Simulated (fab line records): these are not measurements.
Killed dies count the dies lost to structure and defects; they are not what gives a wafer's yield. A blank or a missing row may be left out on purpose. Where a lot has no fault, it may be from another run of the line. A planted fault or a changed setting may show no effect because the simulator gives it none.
What tool caused it? -- flow sky130 -- 13 lots with 39 wafers sampled at 5 steps, on a route of 708 steps

## WHAT THE GAUGES SHOWED, per wafer
SKY_SONOS_ONO_THK_MEAS_05.
lot,measured,on,SONOS_ONO_CVD_04_THK (nm)
L886,day 11 11:10,film-metro-03,5.78 5.87 5.82
L887,day 12 02:36,film-metro-04,5.98 5.94 6.03
L888,day 12 05:25,film-metro-01,5.71 5.75 5.74
L889,day 12 13:58,film-metro-04,5.81 5.94 5.89
L890,day 12 19:34,film-metro-04,5.69 5.80 5.81
L895,day 14 09:11,film-metro-01,5.85 5.71 5.87
L901,day 16 17:06,film-metro-03,5.82 5.77 5.90
L902,day 17 02:57,film-metro-04,5.70 5.82 5.90
L904,day 17 10:33,film-metro-03,5.78 5.68 5.69
L903,day 17 10:34,film-metro-01,5.82 5.77 5.87
L906,day 18 05:00,film-metro-01,5.83 5.84 5.68
L907,day 18 13:50,film-metro-01,5.81 5.81 5.86
L909,day 19 11:07,film-metro-01,5.61 5.62 5.73

SKY_LDD_P_CD_MEAS_07 targets a cd of 380 nm.
lot,measured,on,cd-nm (nm)
L886,day 18 15:49,cd-sem-02,378.0 377.2 379.8
L887,day 19 14:58,cd-sem-02,381.9 383.5 382.0
L888,day 19 14:55,cd-sem-01,378.1 376.7 377.8
L889,day 20 10:16,cd-sem-01,384.2 381.5 382.9
L890,day 20 10:31,cd-sem-01,421.1 422.2 419.2 421.0 422.5 419.2
L895,day 22 05:11,cd-sem-02,417.0 418.5 415.8 417.4 418.4 415.7
L901,day 24 17:35,cd-sem-02,381.6 381.5 381.5
L902,day 25 04:29,cd-sem-01,382.3 382.7 382.6
L904,day 25 09:49,cd-sem-02,383.2 383.2 382.7
L903,day 25 12:49,cd-sem-01,381.9 380.6 378.9
L906,day 26 05:37,cd-sem-02,379.9 377.1 380.0
L907,day 26 12:20,cd-sem-02,379.3 379.0 374.3
L909,day 27 11:37,cd-sem-01,379.6 377.8 381.9

SKY_LDD_HVN_OVL_MEAS_07.
lot,measured,on,LDD_HVN_OVL (nm)
L886,day 19 23:08,overlay-01,-2.1 -2.2 -2.4
L887,day 20 22:28,overlay-01,-0.5 -0.6 0.2
L888,day 20 22:35,overlay-02,-1.8 -3.9 -2.2
L889,day 21 17:38,overlay-01,-1.3 -0.2 0.9
L890,day 21 18:14,overlay-02,0.6 1.6 -1.6
L895,day 23 12:31,overlay-02,-2.2 -2.0 -1.6
L901,day 25 23:14,overlay-01,0.9 1.3 2.3
L902,day 26 09:45,overlay-02,-1.0 0.3 0.1
L904,day 26 14:54,overlay-02,0.8 1.5 0.8
L903,day 26 18:19,overlay-01,2.0 0.8 2.2
L906,day 27 09:50,overlay-02,-0.5 1.2 0.9
L907,day 27 15:56,overlay-02,-1.5 -0.3 -0.6
L909,day 28 16:12,overlay-02,1.8 -0.9 1.2

SKY_LDD_HVP_OVL_MEAS_07.
lot,measured,on,LDD_HVP_OVL (nm)
L886,day 21 06:50,overlay-02,1.8 0.5 1.0
L887,day 22 05:22,overlay-01,0.0 2.3 2.0
L888,day 22 05:39,overlay-02,-1.0 -2.4 -1.8
L889,day 23 01:13,overlay-01,-0.5 2.2 1.0
L890,day 23 01:43,overlay-01,-0.7 -0.4 0.2
L895,day 24 17:52,overlay-01,0.7 2.8 1.3
L901,day 27 02:26,overlay-01,1.3 2.8 2.6
L902,day 27 13:35,overlay-01,0.0 0.5 0.3
L904,day 27 18:12,overlay-01,2.1 1.1 1.4
L903,day 27 23:16,overlay-01,1.0 2.8 1.5
L906,day 28 14:06,overlay-01,1.4 2.1 0.6
L907,day 28 20:40,overlay-01,0.4 3.1 2.1
L909,day 29 19:01,overlay-01,-0.4 -1.8 0.3

## WHAT TOOL EACH LOT RAN ON (gives the tool, then ch and the chambers of the sampled wafers, and finally the start)
lot,SKY_LDD_P_DEVELOP_06
L886,"litho-track-04 ch 0, day 18 15:41"
L887,"litho-track-03 ch 0, day 19 14:50"
L888,"litho-track-02 ch 0, day 19 14:46"
L889,"litho-track-02 ch 0, day 20 10:07"
L890,"litho-track-02 ch 0, day 20 10:22"
L895,"litho-track-02 ch 0, day 22 05:02"
L901,"litho-track-02 ch 0, day 24 17:26"
L902,"litho-track-02 ch 0, day 25 04:19"
L904,"litho-track-03 ch 0, day 25 09:40"
L903,"litho-track-03 ch 0, day 25 12:40"
L906,"litho-track-02 ch 0, day 26 05:28"
L907,"litho-track-02 ch 0, day 26 12:11"
L909,"litho-track-03 ch 0, day 27 11:28"
- SKY_LDD_P_DEVELOP_06: develop time 60 s.

## WHAT THE TOOLS THEMSELVES READ (means of the sampled wafers that have a number; where no wafer has one, the mark that the record gives instead)
SKY_LDD_P_DEVELOP_06.
lot,tool,resist-line-temp-C (C)
L886,litho-track-04,23.00
L887,litho-track-03,22.96
L888,litho-track-02,23.19
L889,litho-track-02,23.08
L890,litho-track-02,23.00
L895,litho-track-02,22.98
L901,litho-track-02,23.09
L902,litho-track-02,22.96
L904,litho-track-03,23.10
L903,litho-track-03,23.08
L906,litho-track-02,23.04
L907,litho-track-02,22.91
L909,litho-track-03,23.03

## THE ANSWER, worked out from the rows above alone
Rule: usual is defined by the lots themselves. The widest of any qualifying gaps counts: lots, ordered by their means at a reading, are off when they make up no more than a third of the lots, leave a main group of 4 or more, and stand apart from it by 3 or more times the standard deviation of that group's means. Not used: any main group whose means are identical at the precision the tables above print for the reading. A lot without any number at a reading at which 4 lots or more have one is off too. Any other lot the step has rows for is counted as sound. First the gauges in route order, then the tools' own readings, where a lot's mean is used as printed above. At the first step where some lot is off, the reading lying furthest off is the one used; lots without a number count as furthest.
Off at SKY_LDD_P_CD_MEAS_07 (cd-nm): L890, L895. The main group: mean 380.5 nm, standard deviation 2.
A tool fits if, at a process step before that reading, it ran every lot that is off, and no sound lot after the first of them. Those tools and the gauges at SKY_LDD_P_CD_MEAS_07 are tried in the same way. No candidate that was tried fits.

## WHAT WAS PUT IN BY THE SIMULATOR
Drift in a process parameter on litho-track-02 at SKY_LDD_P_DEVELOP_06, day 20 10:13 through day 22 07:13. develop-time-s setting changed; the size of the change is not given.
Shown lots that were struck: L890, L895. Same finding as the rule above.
